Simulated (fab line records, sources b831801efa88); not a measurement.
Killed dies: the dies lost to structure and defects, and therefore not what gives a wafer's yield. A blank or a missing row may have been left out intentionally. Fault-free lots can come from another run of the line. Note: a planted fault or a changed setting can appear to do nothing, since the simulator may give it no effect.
fab line records ; flow sky130
[record] lots = 24; wafers = 72; last_day = 51
route steps=708 shown POLY_CUT@316 SD_P@359 METAL1@435 VIA3@581 METAL5@666
lots that met no fault: from a run of the same line without faults
start_h: hours from the record's opening day to when the first of the lot's shown wafers began ; wait_h: hours elapsed since this lot's preceding step ; " as in the row above ; L1.1+2: one row covering several wafers at once ; - no value present, or no start provided ; * or withheld: withheld ; < > ~ a bound
route shown NAME@n: NAME is a module with steps in the file, n the number in the route of the first one ; usual: average and standard deviation across the fault-free wafers ; same: alike in all rows ; chamber/n: place in a boat ; sites: the reading at each site ; _std_site: the standard deviation of these ; _edge_site: mean of outer sites minus mean of inner sites ; radius_mm: for every site, how far away it sits from the centre of the wafer ; mask NAME#n: copy n ; behind: the last tool/chamber to shape the wafer ; hold: cause of the lot's hold/its duration in hours/its outcome ; device: which transistor (n, p or np) failed to switch ; end of line: at the end of the route, the tests of the same wafers ; step lacking rows: just its recipe ; killed: the dies lost at the first sort to structure and to defects; this is not the yield of the wafer ; map: a wafer's dies, x killed, . not, _ none there
set.NAME: setting as actually run; set.NAME@STEP: the setting as run at that earlier step ; model.NAME: the simulator's own value behind a step, which no gauge read
route steps across a sampled set of lots; one table per step, one row per wafer
services: from which hour (start_h, from the record's first day; less than 0 if before it) a tool's chamber was out of use, for how many hours, and why
[[steps]]
[step SKY_POLY_CUT_OVL_MEAS_09]
[usual] POLY_CUT_OVL = 1/6.1
lot.wafer;tool;chamber;start_h;wait_h;POLY_CUT_OVL[nm]
L075.1;overlay-01;-;588.82;0.1;4
L075.3;overlay-01;-;588.82;0.1;-4
L075.5;overlay-01;-;588.82;0.1;-4
L074.1;overlay-02;-;589.62;0.1;-7
L074.4;overlay-02;-;589.62;0.1;0
L074.5;overlay-02;-;589.62;0.1;2
L076.2;overlay-01;-;602.08;0.1;0
L076.5;overlay-01;-;602.08;0.1;-6
L076.6;overlay-01;-;602.08;0.1;-7
L077.3;overlay-01;-;604.13;0.1;8
L077.4;overlay-01;-;604.13;0.1;5
L077.5;overlay-01;-;604.13;0.1;3
L078.2;overlay-01;-;612.62;0.1;4
L078.3;overlay-01;-;612.62;0.1;1
L078.6;overlay-01;-;612.62;0.1;0
L079.3;overlay-02;-;624.31;0.1;0
L079.5;overlay-02;-;624.31;0.1;8
L079.6;overlay-02;-;624.31;0.1;-1
L080.1;overlay-01;-;632.25;0.1;-1
L080.2;overlay-01;-;632.25;0.1;-7
L080.5;overlay-01;-;632.25;0.1;-5
L081.1;overlay-01;-;640.32;0.1;0
L081.4;overlay-01;-;640.32;0.1;1
L081.5;overlay-01;-;640.32;0.1;-5
L082.1;overlay-02;-;643.37;0.1;6
L082.3;overlay-02;-;643.37;0.1;-1
L082.6;overlay-02;-;643.37;0.1;3
L083.2;overlay-02;-;646.74;0.1;-8
L083.4;overlay-02;-;646.74;0.1;-13
L083.6;overlay-02;-;646.74;0.1;-6
L084.1;overlay-02;-;655.97;0.1;4
L084.5;overlay-02;-;655.97;0.1;5
L084.6;overlay-02;-;655.97;0.1;4
L085.4;overlay-01;-;665.67;0.1;-3
L085.5;overlay-01;-;665.67;0.1;4
L085.6;overlay-01;-;665.67;0.1;-4
L086.1;overlay-02;-;685.32;0.1;-6
L086.3;overlay-02;-;685.32;0.1;-6
L086.6;overlay-02;-;685.32;0.1;-7
L087.2;overlay-01;-;686.98;0.1;2
L087.4;overlay-01;-;686.98;0.1;5
L087.6;overlay-01;-;686.98;0.1;5
L088.1;overlay-01;-;697.35;0.1;-16
L088.4;overlay-01;-;697.35;0.1;-6
L088.6;overlay-01;-;697.35;0.1;-11
L089.2;overlay-01;-;697.57;0.1;10
L089.3;overlay-01;-;697.57;0.1;9
L089.4;overlay-01;-;697.57;0.1;2
L090.1;overlay-02;-;701.57;0.1;5
L090.3;overlay-02;-;701.57;0.1;1
L090.4;overlay-02;-;701.57;0.1;-12
L091.3;overlay-01;-;714.20;0.1;3
L091.5;overlay-01;-;714.20;0.1;9
L091.6;overlay-01;-;714.20;0.1;8
L092.1;overlay-02;-;717.32;0.1;4
L092.3;overlay-02;-;717.32;0.1;2
L092.6;overlay-02;-;717.32;0.1;2
L093.2;overlay-02;-;728.22;0.1;2
L093.3;overlay-02;-;728.22;0.1;3
L093.5;overlay-02;-;728.22;0.1;4
L094.1;overlay-02;-;735.27;0.1;4
L094.3;overlay-02;-;735.27;0.1;-3
L094.5;overlay-02;-;735.27;0.1;2
L095.1;overlay-01;-;750.65;0.1;4
L095.3;overlay-01;-;750.65;0.1;9
L095.6;overlay-01;-;750.65;0.1;10
L096.2;overlay-01;-;753.46;0.1;6
L096.5;overlay-01;-;753.46;0.1;4
L096.6;overlay-01;-;753.46;0.1;5
L097.4;overlay-02;-;758.24;0.1;6
L097.5;overlay-02;-;758.24;0.1;8
L097.6;overlay-02;-;758.24;0.1;2
[step SKY_POLY_CUT_ETCH_11]
[recipe] target = Si3N4; chemistry = CF4/CH2F2/Ar; stop_on = poly-Si; source_w = 600; bias_w = 150; pressure_mtorr = 40; cf4_flow_sccm = 40; ch2f2_flow_sccm = 20; Ar_flow_sccm = 150; time_s = 42.5; target_depth_a = 600
[usual] drypump_motor_current_A = 5.8/0.42; oes_product_au = 0.829/0.006; throttle_valve_pct = 14.993/0.009
lot.wafer;tool;chamber;start_h;wait_h;drypump_motor_current_A;oes_product_au;rf_hours_counter_h;throttle_valve_pct
L075.1;rie_diel-01;0;588.90;0.0;6.2;0.832;50;14.984
L075.3;rie_diel-01;1;588.90;0.0;5.6;0.828;5;14.989
L075.5;rie_diel-01;1;588.90;0.0;5.5;0.838;-;14.985
L074.1;rie_diel-02;3;589.70;0.0;5.6;0.822;2;14.979
L074.4;rie_diel-02;0;589.70;0.0;5.7;0.822;12;14.992
L074.5;rie_diel-02;1;589.70;0.0;6.6;0.827;-;14.991
L076.2;rie_diel-04;1;602.15;0.0;5.8;0.821;71;14.996
L076.5;rie_diel-04;1;602.15;0.0;5.8;0.829;-;14.987
L076.6;rie_diel-04;2;602.15;0.0;5.5;0.820;-;14.991
L077.3;rie_diel-01;2;604.20;0.0;5.3;0.817;35;14.994
L077.4;rie_diel-01;3;604.20;0.0;5.7;0.827;17;14.995
L077.5;rie_diel-01;3;604.20;0.0;5.7;0.821;-;14.999
L078.2;rie_diel-01;1;612.70;0.0;5.6;0.824;5;14.991
L078.3;rie_diel-01;3;612.70;0.0;5.7;0.841;17;14.990
L078.6;rie_diel-01;0;612.70;0.0;6.1;0.837;-;15.006
L079.3;rie_diel-04;2;624.38;0.0;5.5;0.823;5;15.000
L079.5;rie_diel-04;2;624.38;0.0;5.5;0.828;-;14.993
L079.6;rie_diel-04;3;624.38;0.0;5.6;0.820;-;14.988
L080.1;rie_diel-01;3;632.33;0.0;5.7;0.835;18;14.985
L080.2;rie_diel-01;0;632.33;0.0;6.2;0.825;51;14.983
L080.5;rie_diel-01;0;632.33;0.0;6.2;0.830;-;15.005
L081.1;rie_diel-01;3;640.40;0.0;5.7;0.842;18;14.995
L081.4;rie_diel-01;0;640.40;0.0;6.2;0.827;51;15.002
L081.5;rie_diel-01;2;640.40;0.0;5.3;0.830;-;14.995
L082.1;rie_diel-04;3;643.45;0.0;5.6;0.837;14;15.003
L082.3;rie_diel-04;2;643.45;0.0;5.5;0.834;5;14.998
L082.6;rie_diel-04;3;643.45;0.0;5.6;0.823;-;14.995
L083.2;rie_diel-04;0;646.81;0.0;5.5;0.825;37;14.986
L083.4;rie_diel-04;0;646.81;0.0;5.5;0.829;-;14.995
L083.6;rie_diel-04;2;646.81;0.0;5.5;0.821;-;14.991
L084.1;rie_diel-01;1;656.05;0.0;5.6;0.827;6;15.000
L084.5;rie_diel-01;0;656.05;0.0;6.1;0.832;-;14.979
L084.6;rie_diel-01;1;656.05;0.0;5.6;0.830;-;15.005
L085.4;rie_diel-01;3;665.73;0.0;5.7;0.829;19;15.005
L085.5;rie_diel-01;3;665.73;0.0;5.7;0.833;-;14.995
L085.6;rie_diel-01;2;665.73;0.0;5.3;0.821;-;15.000
L086.1;rie_diel-02;1;685.40;0.0;6.6;0.840;37;14.999
L086.3;rie_diel-02;2;685.40;0.0;6.7;0.833;2;14.996
L086.6;rie_diel-02;1;685.40;0.0;6.6;0.830;-;14.983
L087.2;rie_diel-04;2;687.05;0.0;5.5;0.843;7;14.979
L087.4;rie_diel-04;1;687.05;0.0;5.8;0.837;2;14.989
L087.6;rie_diel-04;0;687.05;0.0;5.5;0.834;-;14.990
L088.1;rie_diel-01;0;697.43;0.0;6.2;0.821;52;14.976
L088.4;rie_diel-01;2;697.43;0.0;5.3;0.824;37;14.999
L088.6;rie_diel-01;0;697.43;0.0;6.2;0.838;-;14.986
L089.2;rie_diel-02;1;697.65;0.0;6.6;0.832;38;15.005
L089.3;rie_diel-02;0;697.65;0.0;5.7;0.832;14;14.994
L089.4;rie_diel-02;2;697.65;0.0;6.7;0.827;3;14.993
L090.1;rie_diel-02;1;701.65;0.0;6.6;0.822;38;14.981
L090.3;rie_diel-02;2;701.65;0.0;6.7;0.823;3;15.001
L090.4;rie_diel-02;0;701.65;0.0;5.7;0.828;14;14.995
L091.3;rie_diel-01;2;714.26;0.0;5.3;0.826;37;14.989
L091.5;rie_diel-01;0;714.26;0.0;6.2;0.832;-;14.991
L091.6;rie_diel-01;3;714.26;0.0;5.7;0.823;-;14.993
L092.1;rie_diel-01;3;717.40;0.0;5.7;0.827;20;14.991
L092.3;rie_diel-01;1;717.40;0.0;5.5;0.828;8;14.988
L092.6;rie_diel-01;1;717.40;0.0;5.5;0.832;-;14.988
L093.2;rie_diel-04;2;728.30;0.0;5.5;0.818;8;15.000
L093.3;rie_diel-04;1;728.30;0.0;5.8;0.831;2;15.004
L093.5;rie_diel-04;3;728.30;0.0;5.6;0.829;-;14.985
L094.1;rie_diel-01;2;735.35;0.0;5.3;0.822;38;14.983
L094.3;rie_diel-01;3;735.35;0.0;5.7;0.821;20;14.981
L094.5;rie_diel-01;3;735.35;0.0;5.7;0.827;-;14.996
L095.1;rie_diel-04;1;750.73;0.0;5.8;0.837;3;14.992
L095.3;rie_diel-04;2;750.73;0.0;5.5;0.831;8;15.016
L095.6;rie_diel-04;0;750.73;0.0;5.5;0.831;-;15.006
L096.2;rie_diel-02;3;753.53;0.0;5.5;0.830;5;14.993
L096.5;rie_diel-02;3;753.53;0.0;5.5;0.836;-;14.995
L096.6;rie_diel-02;2;753.53;0.0;6.7;0.828;-;14.996
L097.4;rie_diel-02;1;758.32;0.0;6.6;0.820;-;14.994
L097.5;rie_diel-02;2;758.32;0.0;6.7;0.829;-;15.007
L097.6;rie_diel-02;0;758.32;0.0;5.7;0.826;-;14.994
[step SKY_SD_N_RS_MEAS_17]
[recipe] thk_meas_gauge = four-point-probe
[usual] SD_P_RS = 147.0/0.39
lot.wafer;tool;chamber;start_h;wait_h;SD_P_RS[ohm/sq]
L075.1;film_metro-02;-;678.46;0.1;146.8
L075.3;film_metro-02;-;678.46;0.1;146.6
L075.5;film_metro-02;-;678.46;0.1;146.5
L074.1;film_metro-03;-;679.01;0.1;147.5
L074.4;film_metro-03;-;679.01;0.1;146.9
L074.5;film_metro-03;-;679.01;0.1;147.5
L076.2;film_metro-04;-;690.53;0.1;146.6
L076.5;film_metro-04;-;690.53;0.1;146.8
L076.6;film_metro-04;-;690.53;0.1;147.0
L077.3;film_metro-02;-;693.45;0.1;147.3
L077.4;film_metro-02;-;693.45;0.1;147.0
L077.5;film_metro-02;-;693.45;0.1;147.7
L078.2;film_metro-03;-;701.11;0.1;147.2
L078.3;film_metro-03;-;701.11;0.1;147.1
L078.6;film_metro-03;-;701.11;0.1;147.5
L079.3;film_metro-02;-;711.90;0.1;147.3
L079.5;film_metro-02;-;711.90;0.1;147.0
L079.6;film_metro-02;-;711.90;0.1;146.9
L080.1;film_metro-03;-;718.54;0.1;147.4
L080.2;film_metro-03;-;718.54;0.1;148.0
L080.5;film_metro-03;-;718.54;0.1;148.0
L081.1;film_metro-02;-;726.71;0.1;147.0
L081.4;film_metro-02;-;726.71;0.1;147.2
L081.5;film_metro-02;-;726.71;0.1;147.2
L082.1;film_metro-04;-;730.42;0.1;146.6
L082.3;film_metro-04;-;730.42;0.1;146.6
L082.6;film_metro-04;-;730.42;0.1;146.8
L083.2;film_metro-04;-;732.88;0.1;146.9
L083.4;film_metro-04;-;732.88;0.1;146.8
L083.6;film_metro-04;-;732.88;0.1;146.9
L084.1;film_metro-04;-;743.20;0.1;146.7
L084.5;film_metro-04;-;743.20;0.1;146.5
L084.6;film_metro-04;-;743.20;0.1;146.0
L085.4;film_metro-03;-;751.85;0.1;147.1
L085.5;film_metro-03;-;751.85;0.1;147.0
L085.6;film_metro-03;-;751.85;0.1;146.7
L086.1;film_metro-04;-;771.46;0.1;146.5
L086.3;film_metro-04;-;771.46;0.1;147.0
L086.6;film_metro-04;-;771.46;0.1;146.8
L087.2;film_metro-04;-;772.08;0.1;147.3
L087.4;film_metro-04;-;772.08;0.1;146.9
L087.6;film_metro-04;-;772.08;0.1;146.7
L088.1;film_metro-03;-;781.90;0.1;147.3
L088.4;film_metro-03;-;781.90;0.1;147.4
L088.6;film_metro-03;-;781.90;0.1;147.2
L089.2;film_metro-04;-;781.93;0.1;146.8
L089.3;film_metro-04;-;781.93;0.1;146.7
L089.4;film_metro-04;-;781.93;0.1;146.7
L090.1;film_metro-04;-;786.01;0.1;147.1
L090.3;film_metro-04;-;786.01;0.1;147.0
L090.4;film_metro-04;-;786.01;0.1;146.4
L091.3;film_metro-04;-;798.45;0.1;146.7
L091.5;film_metro-04;-;798.45;0.1;146.7
L091.6;film_metro-04;-;798.45;0.1;145.9
L092.1;film_metro-02;-;802.09;0.1;147.5
L092.3;film_metro-02;-;802.09;0.1;147.1
L092.6;film_metro-02;-;802.09;0.1;147.4
L093.2;film_metro-04;-;812.42;0.1;146.7
L093.3;film_metro-04;-;812.42;0.1;146.9
L093.5;film_metro-04;-;812.42;0.1;146.6
L094.1;film_metro-02;-;818.67;0.1;147.1
L094.3;film_metro-02;-;818.67;0.1;147.0
L094.5;film_metro-02;-;818.67;0.1;147.1
L095.1;film_metro-03;-;832.93;0.1;147.2
L095.3;film_metro-03;-;832.93;0.1;147.4
L095.6;film_metro-03;-;832.93;0.1;147.1
L096.2;film_metro-04;-;835.46;0.1;147.1
L096.5;film_metro-04;-;835.46;0.1;147.1
L096.6;film_metro-04;-;835.46;0.1;146.6
L097.4;film_metro-02;-;840.72;0.1;147.6
L097.5;film_metro-02;-;840.72;0.1;146.5
L097.6;film_metro-02;-;840.72;0.1;146.8
[step SKY_METAL1_SPUTTER_01]
[recipe] material = TiN; target_thk_nm = 20; power_w = 6500; time_s = 16.7; chamber_pressure_pa = 0.4
[usual] throttle_valve_pct = 30.2/1
lot.wafer;tool;chamber;start_h;wait_h;throttle_valve_pct
L075.1;pvd_sputter-04;-;768.69;0.0;29.9
L075.3;pvd_sputter-04;-;768.69;0.0;30.8
L075.5;pvd_sputter-04;-;768.69;0.0;30.0
L074.1;pvd_sputter-01;-;769.54;0.0;31.9
L074.4;pvd_sputter-01;-;769.54;0.0;30.2
L074.5;pvd_sputter-01;-;769.54;0.0;31.7
L076.2;pvd_sputter-01;-;779.86;0.0;31.5
L076.5;pvd_sputter-01;-;779.86;0.0;30.4
L076.6;pvd_sputter-01;-;779.86;0.0;28.4
L077.3;pvd_sputter-01;-;782.01;0.0;30.4
L077.4;pvd_sputter-01;-;782.01;0.0;29.0
L077.5;pvd_sputter-01;-;782.01;0.0;31.7
L078.2;pvd_sputter-03;-;791.08;0.0;31.5
L078.3;pvd_sputter-03;-;791.08;0.0;29.6
L078.6;pvd_sputter-03;-;791.08;0.0;30.4
L079.3;pvd_sputter-04;-;800.64;0.0;30.0
L079.5;pvd_sputter-04;-;800.64;0.0;30.2
L079.6;pvd_sputter-04;-;800.64;0.0;31.5
L080.1;pvd_sputter-04;-;806.05;0.0;30.0
L080.2;pvd_sputter-04;-;806.05;0.0;31.7
L080.5;pvd_sputter-04;-;806.05;0.0;29.9
L081.1;pvd_sputter-01;-;814.56;0.0;30.5
L081.4;pvd_sputter-01;-;814.56;0.0;28.4
L081.5;pvd_sputter-01;-;814.56;0.0;30.2
L082.1;pvd_sputter-04;-;818.86;0.0;29.7
L082.3;pvd_sputter-04;-;818.86;0.0;30.3
L082.6;pvd_sputter-04;-;818.86;0.0;30.0
L083.2;pvd_sputter-03;-;820.57;0.0;28.6
L083.4;pvd_sputter-03;-;820.57;0.0;29.7
L083.6;pvd_sputter-03;-;820.57;0.0;30.5
L084.1;pvd_sputter-03;-;833.06;0.0;28.7
L084.5;pvd_sputter-03;-;833.06;0.0;28.7
L084.6;pvd_sputter-03;-;833.06;0.0;31.9
L085.4;pvd_sputter-01;-;838.68;0.0;31.5
L085.5;pvd_sputter-01;-;838.68;0.0;31.5
L085.6;pvd_sputter-01;-;838.68;0.0;28.7
L086.1;pvd_sputter-04;-;861.14;0.0;30.1
L086.3;pvd_sputter-04;-;861.14;0.0;30.0
L086.6;pvd_sputter-04;-;861.14;0.0;30.8
L087.2;pvd_sputter-01;-;861.19;0.0;30.0
L087.4;pvd_sputter-01;-;861.19;0.0;28.8
L087.6;pvd_sputter-01;-;861.19;0.0;30.1
L088.1;pvd_sputter-04;-;868.01;0.0;30.0
L088.4;pvd_sputter-04;-;868.01;0.0;31.5
L088.6;pvd_sputter-04;-;868.01;0.0;30.7
L089.2;pvd_sputter-04;-;868.58;0.0;29.9
L089.3;pvd_sputter-04;-;868.58;0.0;31.7
L089.4;pvd_sputter-04;-;868.58;0.0;30.1
L090.1;pvd_sputter-04;-;873.64;0.0;31.6
L090.3;pvd_sputter-04;-;873.64;0.0;31.0
L090.4;pvd_sputter-04;-;873.64;0.0;29.9
L091.3;pvd_sputter-03;-;884.80;0.0;32.0
L091.5;pvd_sputter-03;-;884.80;0.0;29.8
L091.6;pvd_sputter-03;-;884.80;0.0;30.6
L092.1;pvd_sputter-04;-;888.72;0.0;30.6
L092.3;pvd_sputter-04;-;888.72;0.0;29.9
L092.6;pvd_sputter-04;-;888.72;0.0;31.8
L093.2;pvd_sputter-04;-;897.84;0.0;30.0
L093.3;pvd_sputter-04;-;897.84;0.0;30.8
L093.5;pvd_sputter-04;-;897.84;0.0;30.1
L094.1;pvd_sputter-04;-;903.27;0.0;30.0
L094.3;pvd_sputter-04;-;903.27;0.0;31.5
L094.5;pvd_sputter-04;-;903.27;0.0;31.4
L095.1;pvd_sputter-01;-;918.66;0.0;31.6
L095.3;pvd_sputter-01;-;918.66;0.0;28.9
L095.6;pvd_sputter-01;-;918.66;0.0;28.6
L096.2;pvd_sputter-03;-;920.31;0.0;31.5
L096.5;pvd_sputter-03;-;920.31;0.0;31.5
L096.6;pvd_sputter-03;-;920.31;0.0;28.7
L097.4;pvd_sputter-01;-;925.06;0.0;31.8
L097.5;pvd_sputter-01;-;925.06;0.0;28.8
L097.6;pvd_sputter-01;-;925.06;0.0;28.6
[step SKY_VIA3_SOFTBAKE_08]
[recipe] temp_c = 100; time_s = 93.11; resist = KrF-thick
[usual] plate_sensor_t_centre_C = 100.88/0.01; plate_sensor_t_edge_C = 100.95/0.01
lot.wafer;tool;chamber;start_h;wait_h;plate_sensor_t_centre_C;plate_sensor_t_edge_C
L075.1;litho_track-03;0;-;-;100.89;100.94
L075.3;litho_track-03;0;-;-;100.89;100.95
L075.5;litho_track-03;0;-;-;100.88;100.95
L074.1;litho_track-03;0;-;-;100.89;100.97
L074.4;litho_track-03;0;-;-;100.86;100.95
L074.5;litho_track-03;0;-;-;100.88;100.95
L076.2;litho_track-04;0;-;-;100.87;100.93
L076.5;litho_track-04;0;-;-;100.89;100.95
L076.6;litho_track-04;0;-;-;100.87;100.96
L077.3;litho_track-01;0;-;-;100.89;100.95
L077.4;litho_track-01;0;-;-;100.87;100.94
L077.5;litho_track-01;0;-;-;100.88;100.96
L078.2;litho_track-03;0;-;-;100.88;100.97
L078.3;litho_track-03;0;-;-;100.87;100.95
L078.6;litho_track-03;0;-;-;100.87;100.96
L079.3;litho_track-04;0;-;-;100.88;100.96
L079.5;litho_track-04;0;-;-;100.88;100.96
L079.6;litho_track-04;0;-;-;100.88;100.97
L080.1;litho_track-04;0;-;-;100.89;100.95
L080.2;litho_track-04;0;-;-;100.88;100.96
L080.5;litho_track-04;0;-;-;100.89;100.93
L081.1;litho_track-01;0;-;-;100.90;100.94
L081.4;litho_track-01;0;-;-;100.86;100.96
L081.5;litho_track-01;0;-;-;100.87;100.96
L082.1;litho_track-03;0;-;-;100.89;100.95
L082.3;litho_track-03;0;-;-;100.90;100.96
L082.6;litho_track-03;0;-;-;100.89;100.95
L083.2;litho_track-04;0;-;-;100.88;100.93
L083.4;litho_track-04;0;-;-;100.87;100.96
L083.6;litho_track-04;0;-;-;100.89;100.95
L084.1;litho_track-03;0;-;-;100.88;100.94
L084.5;litho_track-03;0;-;-;100.89;100.97
L084.6;litho_track-03;0;-;-;100.90;100.96
L085.4;litho_track-03;0;-;-;100.89;100.96
L085.5;litho_track-03;0;-;-;100.86;100.95
L085.6;litho_track-03;0;-;-;100.86;100.96
L087.2;litho_track-01;0;-;-;100.88;100.94
L087.4;litho_track-01;0;-;-;100.87;100.94
L087.6;litho_track-01;0;-;-;100.87;100.97
L086.1;litho_track-03;0;-;-;100.86;100.94
L086.3;litho_track-03;0;-;-;100.88;100.94
L086.6;litho_track-03;0;-;-;100.90;100.95
L088.1;litho_track-01;0;-;-;100.89;100.93
L088.4;litho_track-01;0;-;-;100.89;100.95
L088.6;litho_track-01;0;-;-;100.89;100.96
L089.2;litho_track-01;0;-;-;100.89;100.95
L089.3;litho_track-01;0;-;-;100.89;100.96
L089.4;litho_track-01;0;-;-;100.89;100.94
L090.1;litho_track-03;0;-;-;100.89;100.95
L090.3;litho_track-03;0;-;-;100.90;100.95
L090.4;litho_track-03;0;-;-;100.87;100.95
L091.3;litho_track-01;0;-;-;100.88;100.95
L091.5;litho_track-01;0;-;-;100.89;100.96
L091.6;litho_track-01;0;-;-;100.88;100.95
L092.1;litho_track-03;0;-;-;100.88;100.96
L092.3;litho_track-03;0;-;-;100.87;100.93
L092.6;litho_track-03;0;-;-;100.88;100.94
L093.2;litho_track-01;0;-;-;100.89;100.95
L093.3;litho_track-01;0;-;-;100.89;100.95
L093.5;litho_track-01;0;-;-;100.88;100.96
L094.1;litho_track-04;0;-;-;100.88;100.95
L094.3;litho_track-04;0;-;-;100.88;100.97
L094.5;litho_track-04;0;-;-;100.87;100.94
L095.1;litho_track-03;0;-;-;100.86;100.96
L095.3;litho_track-03;0;-;-;100.87;100.95
L095.6;litho_track-03;0;-;-;100.89;100.94
L096.2;litho_track-04;0;-;-;100.88;100.95
L096.5;litho_track-04;0;-;-;100.87;100.95
L096.6;litho_track-04;0;-;-;100.89;100.96
L097.4;litho_track-01;0;-;-;100.88;100.96
L097.5;litho_track-01;0;-;-;100.89;100.97
L097.6;litho_track-01;0;-;-;100.87;100.96
[step SKY_METAL5_RS_MEAS_05]
[recipe] thk_meas_gauge = four-point-probe; reads = TiN_of_METAL5_SPUTTER_04+Ti_of_METAL5_SPUTTER_03+AlCu_of_METAL5_SPUTTER_02+TiN_of_METAL5_SPUTTER_01+Ti_of_METAL5_SPUTTER_00
[usual] METAL5_ALCU_RS = 0.02711/0.00029
lot.wafer;tool;chamber;start_h;wait_h;METAL5_ALCU_RS[ohm/sq]
L075.1;film_metro-02;-;1037.19;0.0;0.02706
L075.3;film_metro-02;-;1037.19;0.0;0.02668
L075.5;film_metro-02;-;1037.19;0.0;0.02636
L074.1;film_metro-02;-;1038.17;0.0;0.02714
L074.4;film_metro-02;-;1038.17;0.0;0.02711
L074.5;film_metro-02;-;1038.17;0.0;0.0271
L076.2;film_metro-04;-;1049.37;0.0;0.02719
L076.5;film_metro-04;-;1049.37;0.0;0.02692
L076.6;film_metro-04;-;1049.37;0.0;0.02747
L077.3;film_metro-04;-;1049.69;0.1;0.02655
L077.4;film_metro-04;-;1049.69;0.1;0.02682
L077.5;film_metro-04;-;1049.69;0.1;0.02652
L078.2;film_metro-01;-;1059.78;0.0;0.02769
L078.3;film_metro-01;-;1059.78;0.0;0.02716
L078.6;film_metro-01;-;1059.78;0.0;0.0273
L079.3;film_metro-01;-;1064.70;0.1;0.02716
L079.5;film_metro-01;-;1064.70;0.1;0.02709
L079.6;film_metro-01;-;1064.70;0.1;0.02674
L080.1;film_metro-01;-;1071.89;0.0;0.02714
L080.2;film_metro-01;-;1071.89;0.0;0.02702
L080.5;film_metro-01;-;1071.89;0.0;0.02694
L081.1;film_metro-02;-;1079.19;0.0;0.0275
L081.4;film_metro-02;-;1079.19;0.0;0.02764
L081.5;film_metro-02;-;1079.19;0.0;0.02769
L082.1;film_metro-04;-;1081.06;0.0;0.02702
L082.3;film_metro-04;-;1081.06;0.0;0.02653
L082.6;film_metro-04;-;1081.06;0.0;0.02709
L083.2;film_metro-02;-;1085.52;0.0;0.02703
L083.4;film_metro-02;-;1085.52;0.0;0.0275
L083.6;film_metro-02;-;1085.52;0.0;0.02731
L084.1;film_metro-04;-;1090.70;0.0;0.02702
L084.5;film_metro-04;-;1090.70;0.0;0.0273
L084.6;film_metro-04;-;1090.70;0.0;0.02714
L085.4;film_metro-04;-;1098.28;0.1;0.02744
L085.5;film_metro-04;-;1098.28;0.1;0.02738
L085.6;film_metro-04;-;1098.28;0.1;0.02726
L086.1;film_metro-01;-;1113.92;0.0;0.02691
L086.3;film_metro-01;-;1113.92;0.0;0.02657
L086.6;film_metro-01;-;1113.92;0.0;0.02684
L087.2;film_metro-02;-;1113.93;0.0;0.02674
L087.4;film_metro-02;-;1113.93;0.0;0.02689
L087.6;film_metro-02;-;1113.93;0.0;0.02673
L088.1;film_metro-04;-;1118.60;0.0;0.02683
L088.4;film_metro-04;-;1118.60;0.0;0.02674
L088.6;film_metro-04;-;1118.60;0.0;0.02696
L089.2;film_metro-01;-;1120.61;0.0;0.0274
L089.3;film_metro-01;-;1120.61;0.0;0.02705
L089.4;film_metro-01;-;1120.61;0.0;0.0274
L090.1;film_metro-01;-;1124.88;0.0;0.02739
L090.3;film_metro-01;-;1124.88;0.0;0.02692
L090.4;film_metro-01;-;1124.88;0.0;0.02708
L091.3;film_metro-02;-;1132.84;0.1;0.02696
L091.5;film_metro-02;-;1132.84;0.1;0.02675
L091.6;film_metro-02;-;1132.84;0.1;0.02684
L092.1;film_metro-04;-;1134.53;0.0;0.02692
L092.3;film_metro-04;-;1134.53;0.0;0.02698
L092.6;film_metro-04;-;1134.53;0.0;0.02711
L093.2;film_metro-01;-;1144.27;0.0;0.0275
L093.3;film_metro-01;-;1144.27;0.0;0.02735
L093.5;film_metro-01;-;1144.27;0.0;0.02739
L094.1;film_metro-04;-;1147.39;0.0;0.02708
L094.3;film_metro-04;-;1147.39;0.0;0.02687
L094.5;film_metro-04;-;1147.39;0.0;0.02687
L095.1;film_metro-01;-;1159.64;0.0;0.02724
L095.3;film_metro-01;-;1159.64;0.0;0.02727
L095.6;film_metro-01;-;1159.64;0.0;0.0272
L096.2;film_metro-02;-;1162.21;0.0;0.02752
L096.5;film_metro-02;-;1162.21;0.0;0.02749
L096.6;film_metro-02;-;1162.21;0.0;0.02761
L097.4;film_metro-01;-;1166.29;0.1;0.02725
L097.5;film_metro-01;-;1166.29;0.1;0.02719
L097.6;film_metro-01;-;1166.29;0.1;0.02753
[[services]]
tool;chamber;start_h;hours;kind
rie_diel-02;3;565.03;1.7;repair
pvd_sputter-04;-;569.59;17.9;repair
pvd_sputter-01;-;601.51;1.9;repair
rie_diel-01;2;610.02;6.3;repair
pvd_sputter-01;-;643.21;9.7;repair
rie_diel-04;3;646.32;4.1;repair
pvd_sputter-01;-;657.12;39.4;repair
rie_diel-04;3;671.06;15.1;repair
rie_diel-04;0;677.75;7.6;repair
rie_diel-02;0;681.29;11.4;repair
rie_diel-04;1;708.21;13.3;repair
pvd_sputter-01;-;714.30;1.2;repair
rie_diel-04;0;723.89;24.5;repair
rie_diel-01;-;734.01;0.3;repair
rie_diel-01;-;761.27;0.3;repair
pvd_sputter-01;-;776.04;2.4;repair
rie_diel-04;2;791.05;6.6;repair
rie_diel-04;1;858.88;27.6;repair
pvd_sputter-01;-;1018.39;15.8;repair
rie_diel-04;1;1033.12;8.0;repair
pvd_sputter-04;-;1034.53;5.1;repair
pvd_sputter-04;-;1053.54;5.3;repair
rie_diel-04;0;1061.28;13.1;repair
pvd_sputter-04;-;1077.61;0.8;repair
[[key]]
fault none
